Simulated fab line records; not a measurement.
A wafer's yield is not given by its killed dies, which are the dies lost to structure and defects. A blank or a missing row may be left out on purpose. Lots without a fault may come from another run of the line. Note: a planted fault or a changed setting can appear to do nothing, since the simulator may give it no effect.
Which tool was responsible?    flow sky130    36 wafers from 12 lots sampled at 3 of the route's 708 steps

WHAT THE GAUGES SHOWED, per wafer
SKY_CAP2M_THK_MEAS_01.
lot   measured      on             CAP2M_CVD_00_THK (nm)
L570  day 39 04:54  film_metro-01  15.26 15.21 15.36
L571  day 40 02:31  film_metro-04  15.36 15.38 15.63
L572  day 40 19:33  film_metro-03  15.53 15.93 15.74
L574  day 40 21:40  film_metro-03  15.29 15.40 15.74
L575  day 41 20:20  film_metro-04  15.31 15.76 15.61
L576  day 42 10:27  film_metro-01  15.58 15.81 15.85
L577  day 42 14:59  film_metro-03  15.43 15.67 15.54
L583  day 44 05:44  film_metro-04  15.28 15.47 15.35
L587  day 44 15:05  film_metro-04  15.51 15.47 15.54
L589  day 45 04:02  film_metro-04  15.33 15.73 15.56
L590  day 45 13:14  film_metro-01  15.24 15.45 15.67
L592  day 45 17:47  film_metro-04  15.63 15.44 15.70

TOOL THAT RAN EACH LOT (tool first, then ch and the chambers of the sampled wafers, then the start)
lot   SKY_CAPM_STRIP_14                     SKY_METAL3_DESCUM_15
L570  plasma_asher-01 ch 0,1, day 36 21:46  rie_metal-01 ch 0,1, day 38 00:31
L571  plasma_asher-04 ch 0,1, day 37 20:50  rie_metal-01 ch 1, day 38 22:57
L572  plasma_asher-01 ch 0,1, day 38 14:35  rie_metal-01 ch 0,1, day 39 16:02
L574  plasma_asher-01 ch 0,1, day 38 16:52  rie_metal-04 ch 1, day 39 18:08
L575  plasma_asher-01 ch 0,1, day 39 16:22  rie_metal-04 ch 0, day 40 16:34
L576  plasma_asher-03 ch 0,1, day 40 06:32  rie_metal-01 ch 0,1, day 41 07:44
L577  plasma_asher-01 ch 0,1, day 40 11:41  rie_metal-02 ch 0,1, day 41 12:32
L583  plasma_asher-04 ch 0, day 42 04:35    rie_metal-01 ch 0,1, day 43 04:22
L587  plasma_asher-03 ch 0, day 42 12:29    rie_metal-01 ch 0,1, day 43 12:48
L589  plasma_asher-03 ch 0,1, day 43 03:37  rie_metal-02 ch 0,1, day 44 03:18
L590  plasma_asher-01 ch 0,1, day 43 13:14  rie_metal-02 ch 0,1, day 44 12:56
L592  plasma_asher-03 ch 0,1, day 43 18:16  rie_metal-01 ch 0, day 44 17:02
- SKY_CAPM_STRIP_14: strips in O2/N2.
- SKY_METAL3_DESCUM_15: chemistry O2, time 8 s.

AS READ BY THE TOOLS THEMSELVES (means over the sampled wafers that have a number; for cases with no such wafer, the mark the record gives instead)
SKY_CAPM_STRIP_14.
lot   tool             drypump_motor_current_A (A)  oes_product_au (a.u.)  strip_time_to_endpoint_s (s)
L570  plasma_asher-01  5.2                          0.711                  12.65
L571  plasma_asher-04  6.1                          0.710                  12.70
L572  plasma_asher-01  5.2                          0.709                  12.72
L574  plasma_asher-01  5.2                          0.711                  12.65
L575  plasma_asher-01  5.4                          0.710                  12.67
L576  plasma_asher-03  5.5                          0.710                  12.64
L577  plasma_asher-01  5.2                          0.711                  12.64
L583  plasma_asher-04  6.1                          0.708                  12.68
L587  plasma_asher-03  5.3                          0.708                  12.59
L589  plasma_asher-03  5.5                          0.709                  12.63
L590  plasma_asher-01  5.5                          0.710                  12.63
L592  plasma_asher-03  5.7                          0.710                  12.73

SKY_METAL3_DESCUM_15.
lot   tool          drypump_motor_current_A (A)  oes_product_au (a.u.)
L570  rie_metal-01  5.7                          0.996
L571  rie_metal-01  5.2                          1.003
L572  rie_metal-01  5.7                          0.989
L574  rie_metal-04  6.6                          1.001
L575  rie_metal-04  5.8                          1.013
L576  rie_metal-01  5.4                          0.990
L577  rie_metal-02  6.2                          1.001
L583  rie_metal-01  5.4                          0.992
L587  rie_metal-01  5.4                          0.998
L589  rie_metal-02  6.3                          1.006
L590  rie_metal-02  6.3                          1.008
L592  rie_metal-01  5.9                          0.992

THE ANSWER, worked out from the rows above alone
Rule: the usual values come from the lots themselves. Put in order of their means at a reading, lots are off if they are a third of the lots or fewer, leave a main group of 4 or more, and stand apart from it by a gap of 3 or more times the standard deviation of the main group's means; of several such gaps the widest counts. A main group whose means are all the same, to the digits that the tables above print for the reading, isn't used. Also off: a lot with no number at a reading for which 4 or more lots have one. Any other lot the step has rows for is counted as sound. After the gauges, taken in route order, come the tools' own readings; for these a lot's mean is taken, as printed above. At the first step where some lot is off, the reading lying furthest off is the one used; lots without a number count as furthest.
Across all readings shown, no lot is off: no conclusion can be drawn from this.

WHAT THE SIMULATOR HAD PUT IN
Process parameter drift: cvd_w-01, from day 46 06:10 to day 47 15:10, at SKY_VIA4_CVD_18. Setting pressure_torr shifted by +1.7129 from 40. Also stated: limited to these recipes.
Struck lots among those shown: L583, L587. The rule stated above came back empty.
